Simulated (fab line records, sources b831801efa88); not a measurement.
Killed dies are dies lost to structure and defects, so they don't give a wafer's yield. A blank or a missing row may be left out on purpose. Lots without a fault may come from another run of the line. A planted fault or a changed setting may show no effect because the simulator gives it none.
Which tool did it? | flow gf180mcu | 24 lots, 72 wafers sampled, at 6 steps of a route of 602

WHAT THE GAUGES READ, wafer by wafer
GF_M2_OVL_MEAS_15. Usual: M2_OVL 1 nm, standard deviation 5.7.
lot  | measured     | on         | M2_OVL (nm) | flag
L074 | day 19 08:01 | overlay-02 | 2 0 5       |
L075 | day 19 15:34 | overlay-01 | 0 -4 -5     |
L076 | day 20 09:29 | overlay-02 | -2 -3 -10   |
L077 | day 20 16:25 | overlay-01 | -1 -2 4     |
L078 | day 20 22:13 | overlay-01 | -2 -1 -5    |
L079 | day 21 05:45 | overlay-01 | 6 10 9      |
L080 | day 21 21:42 | overlay-01 | 0 -10 0     |
L081 | day 22 00:54 | overlay-01 | -4 3 3      |
L082 | day 22 14:29 | overlay-02 | -5 -6 -7    |
L083 | day 22 20:32 | overlay-01 | 1 -3 -4     |
L084 | day 23 04:51 | overlay-02 | 7 12 10     |
L085 | day 23 14:34 | overlay-01 | 7 6 5       |
L086 | day 23 23:03 | overlay-02 | 2 3 3       |
L087 | day 24 06:09 | overlay-02 | 9 11 13     |
L088 | day 24 16:19 | overlay-02 | 0 -3 -4     |
L089 | day 24 17:37 | overlay-02 | 0 -6 -2     |
L090 | day 25 02:06 | overlay-02 | 2 -5 -2     |
L091 | day 25 10:38 | overlay-02 | -2 -6 -8    |
L092 | day 25 17:37 | overlay-02 | 2 -7 -8     |
L093 | day 26 02:23 | overlay-02 | -11 -5 -7   |
L094 | day 26 10:24 | overlay-01 | 2 5 5       |
L095 | day 26 20:54 | overlay-01 | 0 10 4      |
L096 | day 26 21:37 | overlay-01 | 7 7 5       |
L097 | day 27 02:43 | overlay-02 | 7 6 -2      |

GF_TOP_METAL_THK_MEAS_06: measures by xrf. Usual: TOP_METAL_ALCU_THK 914 nm, standard deviation 13.
lot  | measured     | on            | TOP_METAL_ALCU_THK (nm) | flag
L074 | day 27 10:19 | film_metro-04 | 892 903 892             |
L075 | day 27 15:01 | film_metro-03 | 905 906 909             |
L076 | day 28 09:49 | film_metro-03 | 920 907 912             |
L077 | day 28 12:19 | film_metro-03 | 920 903 906             |
L078 | day 28 17:43 | film_metro-01 | 892 923 892             |
L079 | day 28 22:24 | film_metro-03 | 927 926 943             |
L080 | day 29 12:25 | film_metro-04 | 903 906 913             |
L081 | day 29 15:38 | film_metro-03 | 933 934 932             |
L082 | day 30 02:41 | film_metro-03 | 909 911 915             |
L083 | day 30 08:14 | film_metro-04 | 935 918 927             |
L084 | day 30 13:40 | film_metro-01 | 929 929 930             |
L085 | day 30 22:01 | film_metro-01 | 911 899 911             |
L086 | day 31 04:25 | film_metro-01 | 909 918 916             |
L087 | day 31 10:54 | film_metro-04 | 895 910 888             |
L088 | day 31 19:10 | film_metro-03 | 919 928 923             |
L089 | day 31 19:55 | film_metro-04 | 920 930 931             |
L090 | day 32 02:49 | film_metro-04 | 921 912 913             |
L091 | day 32 08:40 | film_metro-04 | 911 918 926             |
L092 | day 32 13:16 | film_metro-01 | 928 919 928             |
L093 | day 33 04:10 | film_metro-04 | 911 912 918             |
L094 | day 33 03:28 | film_metro-01 | 892 910 902             |
L095 | day 33 12:05 | film_metro-04 | 915 923 911             |
L096 | day 33 12:47 | film_metro-03 | 914 912 928             |
L097 | day 33 17:13 | film_metro-01 | 886 899 904             |

GF_PASSIVATION_THK_MEAS_03. Usual: PASSIVATION_CVD_02_THK 697 nm, standard deviation 11.
lot  | measured     | on            | PASSIVATION_CVD_02_THK (nm) | flag
L074 | day 28 07:07 | film_metro-03 | 688 695 701                 |
L075 | day 28 12:08 | film_metro-04 | 695 679 680                 |
L076 | day 29 05:59 | film_metro-02 | 711 690 696                 |
L077 | day 29 08:26 | film_metro-03 | 699 712 701                 |
L078 | day 29 14:36 | film_metro-02 | 695 690 700                 |
L079 | day 29 18:34 | film_metro-03 | 684 690 705                 |
L080 | day 30 08:39 | film_metro-02 | 692 706 700                 |
L081 | day 30 11:14 | film_metro-02 | 696 688 705                 |
L082 | day 30 21:50 | film_metro-04 | 689 720 702                 |
L083 | day 31 03:15 | film_metro-04 | 696 715 692                 |
L084 | day 31 08:43 | film_metro-03 | 691 715 693                 |
L085 | day 31 16:14 | film_metro-03 | 689 691 698                 |
L086 | day 31 22:47 | film_metro-03 | 710 699 696                 |
L087 | day 32 05:02 | film_metro-03 | 691 712 707                 |
L088 | day 32 12:17 | film_metro-02 | 689 709 713                 |
L089 | day 32 13:41 | film_metro-02 | 677 693 675                 |
L090 | day 32 20:15 | film_metro-03 | 679 695 706                 |
L091 | day 33 01:52 | film_metro-02 | 709 692 692                 |
L092 | day 33 06:47 | film_metro-02 | 679 694 711                 |
L093 | day 33 20:54 | film_metro-03 | 685 690 713                 |
L094 | day 33 20:35 | film_metro-04 | 700 705 709                 |
L095 | day 34 05:16 | film_metro-02 | 674 701 691                 |
L096 | day 34 05:25 | film_metro-02 | 686 696 685                 |
L097 | day 34 09:34 | film_metro-03 | 704 716 701                 |

WHICH TOOL RAN EACH LOT (tool, then ch and the chambers of the sampled wafers, then the start)
lot  | GF_V2_CVD_23                  | GF_MIM_SPUTTER_01            | GF_V5_ETCH_16
L074 | cvd_w-02 ch 0,1, day 20 10:26 | pvd_sputter-01, day 24 16:02 | rie_diel-02 ch 0,1,2, day 27 08:15
L075 | cvd_w-01 ch 0,1, day 20 18:11 | pvd_sputter-03, day 24 20:31 | rie_diel-01 ch 0,2,3, day 27 13:17
L076 | cvd_w-01 ch 0, day 21 12:07   | pvd_sputter-02, day 25 16:55 | rie_diel-02 ch 0,1,2, day 28 08:05
L077 | cvd_w-01 ch 0,1, day 21 19:30 | pvd_sputter-03, day 25 19:40 | rie_diel-01 ch 0,1, day 28 10:35
L078 | cvd_w-02 ch 1, day 22 00:21   | pvd_sputter-02, day 26 01:11 | rie_diel-03 ch 1,2,3, day 28 15:59
L079 | cvd_w-02 ch 0,1, day 22 07:33 | pvd_sputter-03, day 26 06:24 | rie_diel-03 ch 0,1,3, day 28 20:41
L080 | cvd_w-02 ch 0,1, day 22 22:48 | pvd_sputter-02, day 26 21:13 | rie_diel-03 ch 0,3, day 29 10:41
L081 | cvd_w-01 ch 0,1, day 23 01:37 | pvd_sputter-02, day 27 00:10 | rie_diel-01 ch 1,2,3, day 29 13:53
L082 | cvd_w-02 ch 0, day 23 16:14   | pvd_sputter-01, day 27 13:04 | rie_diel-03 ch 0,3, day 30 00:56
L083 | cvd_w-02 ch 0, day 23 21:17   | pvd_sputter-01, day 27 18:20 | rie_diel-01 ch 1,2, day 30 06:25
L084 | cvd_w-02 ch 0,1, day 24 05:09 | pvd_sputter-03, day 27 23:52 | rie_diel-01 ch 0,1,2, day 30 11:57
L085 | cvd_w-02 ch 0,1, day 24 14:54 | pvd_sputter-03, day 28 10:12 | rie_diel-03 ch 0,2,3, day 30 20:17
L086 | cvd_w-02 ch 0,1, day 24 23:30 | pvd_sputter-01, day 28 16:34 | rie_diel-03 ch 1,3, day 31 02:42
L087 | cvd_w-02 ch 0,1, day 25 06:01 | pvd_sputter-01, day 28 22:53 | rie_diel-01 ch 0,1,3, day 31 09:11
L088 | cvd_w-02 ch 0, day 25 18:11   | pvd_sputter-01, day 29 09:09 | rie_diel-01 ch 0,2,3, day 31 17:27
L089 | cvd_w-01 ch 0,1, day 25 18:31 | pvd_sputter-03, day 29 10:22 | rie_diel-02 ch 1,2,3, day 31 18:11
L090 | cvd_w-01 ch 1, day 26 01:51   | pvd_sputter-02, day 29 15:59 | rie_diel-02 ch 1,2, day 32 00:54
L091 | cvd_w-01 ch 0,1, day 26 09:44 | pvd_sputter-01, day 29 22:53 | rie_diel-02 ch 0,2,3, day 32 06:27
L092 | cvd_w-01 ch 0,1, day 26 16:34 | pvd_sputter-02, day 30 05:52 | rie_diel-01 ch 1,2,3, day 32 11:29
L093 | cvd_w-02 ch 0,1, day 27 01:40 | pvd_sputter-03, day 30 21:02 | rie_diel-02 ch 1,3, day 33 02:26
L094 | cvd_w-02 ch 0,1, day 27 08:32 | pvd_sputter-03, day 30 20:04 | rie_diel-03 ch 1,2,3, day 33 01:44
L095 | cvd_w-01 ch 0,1, day 27 19:09 | pvd_sputter-01, day 31 06:00 | rie_diel-03 ch 0,2,3, day 33 10:20
L096 | cvd_w-02 ch 0,1, day 27 20:02 | pvd_sputter-02, day 31 06:48 | rie_diel-02 ch 1,2, day 33 11:03
L097 | cvd_w-02 ch 1, day 28 00:56   | pvd_sputter-03, day 31 11:32 | rie_diel-01 ch 0,1,3, day 33 15:26
- GF_V2_CVD_23: deposits W, target thk 350 nm, time 104.94 s.
- GF_MIM_SPUTTER_01: material TiN, target thk 30 nm, time 25 s.
- GF_V5_ETCH_16: etches BARC in N2/H2.

WHAT THE TOOLS THEMSELVES READ (means of the sampled wafers that have a number; where no wafer has one, the mark that the record gives instead)
GF_V2_CVD_23. Usual: heater_power_w 904 W, standard deviation 86.
lot  | tool     | heater_power_w (W) | flag
L074 | cvd_w-02 | 873                |
L075 | cvd_w-01 | 888                |
L076 | cvd_w-01 | 865                |
L077 | cvd_w-01 | 892                |
L078 | cvd_w-02 | 772                |
L079 | cvd_w-02 | 920                |
L080 | cvd_w-02 | 929                |
L081 | cvd_w-01 | 903                |
L082 | cvd_w-02 | 1015               |
L083 | cvd_w-02 | 1010               |
L084 | cvd_w-02 | 928                |
L085 | cvd_w-02 | 938                |
L086 | cvd_w-02 | 922                |
L087 | cvd_w-02 | 854                |
L088 | cvd_w-02 | 990                |
L089 | cvd_w-01 | 875                |
L090 | cvd_w-01 | 913                |
L091 | cvd_w-01 | 880                |
L092 | cvd_w-01 | 880                |
L093 | cvd_w-02 | 862                |
L094 | cvd_w-02 | 921                |
L095 | cvd_w-01 | 889                |
L096 | cvd_w-02 | 862                |
L097 | cvd_w-02 | 785                |

GF_MIM_SPUTTER_01. Usual: throttle_valve_pct 29.9 %, standard deviation 1.5.
lot  | tool           | throttle_valve_pct (%) | flag
L074 | pvd_sputter-01 | 28.2                   |
L075 | pvd_sputter-03 | 30.5                   |
L076 | pvd_sputter-02 | 30.7                   |
L077 | pvd_sputter-03 | 30.1                   |
L078 | pvd_sputter-02 | 30.2                   |
L079 | pvd_sputter-03 | 31.2                   |
L080 | pvd_sputter-02 | 30.3                   |
L081 | pvd_sputter-02 | 30.1                   |
L082 | pvd_sputter-01 | 28.2                   |
L083 | pvd_sputter-01 | 28.2                   |
L084 | pvd_sputter-03 | 30.5                   |
L085 | pvd_sputter-03 | 31.2                   |
L086 | pvd_sputter-01 | 27.7                   |
L087 | pvd_sputter-01 | 27.8                   |
L088 | pvd_sputter-01 | 27.8                   |
L089 | pvd_sputter-03 | 31.2                   |
L090 | pvd_sputter-02 | 30.2                   |
L091 | pvd_sputter-01 | 28.4                   |
L092 | pvd_sputter-02 | 31.2                   |
L093 | pvd_sputter-03 | 31.1                   |
L094 | pvd_sputter-03 | 31.2                   |
L095 | pvd_sputter-01 | 28.4                   |
L096 | pvd_sputter-02 | 30.3                   |
L097 | pvd_sputter-03 | 30.6                   |

GF_V5_ETCH_16. Usual: chamber_pressure_mTorr 29.997 mTorr, standard deviation 0.03; drypump_motor_current_A 5.7 A, standard deviation 0.4; oes_product_au 0.854 a.u., standard deviation 0.0047; throttle_valve_pct 13.226 %, standard deviation 0.0099.
lot  | tool        | chamber_pressure_mTorr (mTorr) | drypump_motor_current_A (A) | oes_product_au (a.u.) | throttle_valve_pct (%) | flag
L074 | rie_diel-02 | 30.019                         | 5.7                         | 0.847                 | 13.224                 |
L075 | rie_diel-01 | 30.005                         | 5.9                         | 0.852                 | 13.228                 |
L076 | rie_diel-02 | 30.003                         | 5.7                         | 0.860                 | 13.230                 |
L077 | rie_diel-01 | 30.018                         | 5.6                         | 0.850                 | 13.229                 |
L078 | rie_diel-03 | 29.992                         | 5.7                         | 0.852                 | 13.222                 |
L079 | rie_diel-03 | 29.945                         | 5.8                         | 0.856                 | 13.225                 |
L080 | rie_diel-03 | 29.991                         | 5.8                         | 0.851                 | 13.230                 |
L081 | rie_diel-01 | 30.011                         | 5.5                         | 0.852                 | 13.218                 |
L082 | rie_diel-03 | 30.017                         | 5.8                         | 0.855                 | 13.230                 |
L083 | rie_diel-01 | 30.003                         | 5.2                         | 0.853                 | 13.234                 |
L084 | rie_diel-01 | 30.005                         | 5.6                         | 0.853                 | 13.235                 |
L085 | rie_diel-03 | 30.003                         | 5.7                         | 0.853                 | 13.206                 |
L086 | rie_diel-03 | 29.978                         | 5.7                         | 0.850                 | 13.225                 |
L087 | rie_diel-01 | 30.003                         | 5.9                         | 0.853                 | 13.226                 |
L088 | rie_diel-01 | 30.017                         | 5.9                         | 0.857                 | 13.222                 |
L089 | rie_diel-02 | 29.997                         | 5.8                         | 0.858                 | 13.217                 |
L090 | rie_diel-02 | 29.994                         | 5.5                         | 0.857                 | 13.227                 |
L091 | rie_diel-02 | 29.995                         | 5.8                         | 0.853                 | 13.228                 |
L092 | rie_diel-01 | 30.005                         | 5.5                         | 0.848                 | 13.230                 |
L093 | rie_diel-02 | 29.975                         | 6.2                         | 0.857                 | 13.225                 |
L094 | rie_diel-03 | 29.967                         | 5.7                         | 0.852                 | 13.233                 |
L095 | rie_diel-03 | 29.997                         | 5.7                         | 0.855                 | 13.232                 |
L096 | rie_diel-02 | 30.031                         | 5.7                         | 0.851                 | 13.232                 |
L097 | rie_diel-01 | 29.990                         | 5.9                         | 0.858                 | 13.229                 |

THE ANSWER, worked out from the rows above alone
Rule: a lot is off if the mean of its wafers that have a number lies more than 3 standard deviations from the usual mean. A lot without any number at a reading at which 4 lots or more have one is off too. The other lots that the step has rows for count as sound. The gauges are gone through in route order, then the tools' own readings, and for those a lot's mean is taken as printed above. The first step at which some lot is off is used, and at that step the reading that is off furthest; a lot without a number counts as furthest.
No lot is off at any reading shown: from this, nothing can be told.

WHAT THE SIMULATOR HAD PUT IN
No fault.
